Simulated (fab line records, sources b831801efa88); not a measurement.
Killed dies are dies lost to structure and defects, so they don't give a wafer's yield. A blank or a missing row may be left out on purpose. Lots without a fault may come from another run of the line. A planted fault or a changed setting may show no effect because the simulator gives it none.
One fault seen from 2 desks | flow sky130 | each desk has only its own numbers; what lay behind them comes last

THE TOOL OWNER'S DESK: litho_track-03
The tool's own readings at SKY_VIA1_COAT_06 (resist thk 60 nm): means of the sampled wafers that have a number, for each lot that ran on this tool. A lot is out of limits, marked OUT, if its mean lies more than 4 standard deviations from the usual mean; the brackets give that distance.
Columns: A = dispense_pressure_kPa at SKY_VIA1_COAT_06, usual 49 kPa
lot  | first seen here | A
L724 | day 38 15:43    | 44
This desk's finding: nothing out of limits on the one lot.

THE METROLOGY DESK
What the gauges read, lot by lot, whatever tool the lot ran on: means of the sampled wafers that have a number. A lot is out of limits, marked OUT, if its mean lies more than 4 standard deviations from the usual mean; the brackets give that distance.
Columns: A = VIA1_HDPCVD_THK at SKY_VIA1_THK_MEAS_01, usual 1025 nm; B = VIA1_BOW at SKY_VIA1_BOW_MEAS_03, usual 81 um; C = cd_nm at SKY_VIA1_CD_MEAS_12, usual 150.7 nm; D = VIA1_OVL at SKY_VIA1_OVL_MEAS_13, usual 1 nm
lot  | first seen here | A    | B  | C     | D
L710 | day 33 18:10    | 1017 | 76 | 149.2 | -4
L713 | day 34 09:03    | 1027 | 72 | 149.9 | 1
L724 | day 38 02:44    | 1027 | 81 | 148.7 | -7
L727 | day 38 13:22    | 1018 | 83 | 152.0 | 2
L728 | day 38 21:21    | 1034 | 87 | 151.5 | -1
This desk's finding: nothing out of limits on any of the 5 lots.

PUT TOGETHER
The tool owner's desk saw nothing out of limits.
The metrology desk saw nothing out of limits.

WHAT THE SIMULATOR HAD PUT IN
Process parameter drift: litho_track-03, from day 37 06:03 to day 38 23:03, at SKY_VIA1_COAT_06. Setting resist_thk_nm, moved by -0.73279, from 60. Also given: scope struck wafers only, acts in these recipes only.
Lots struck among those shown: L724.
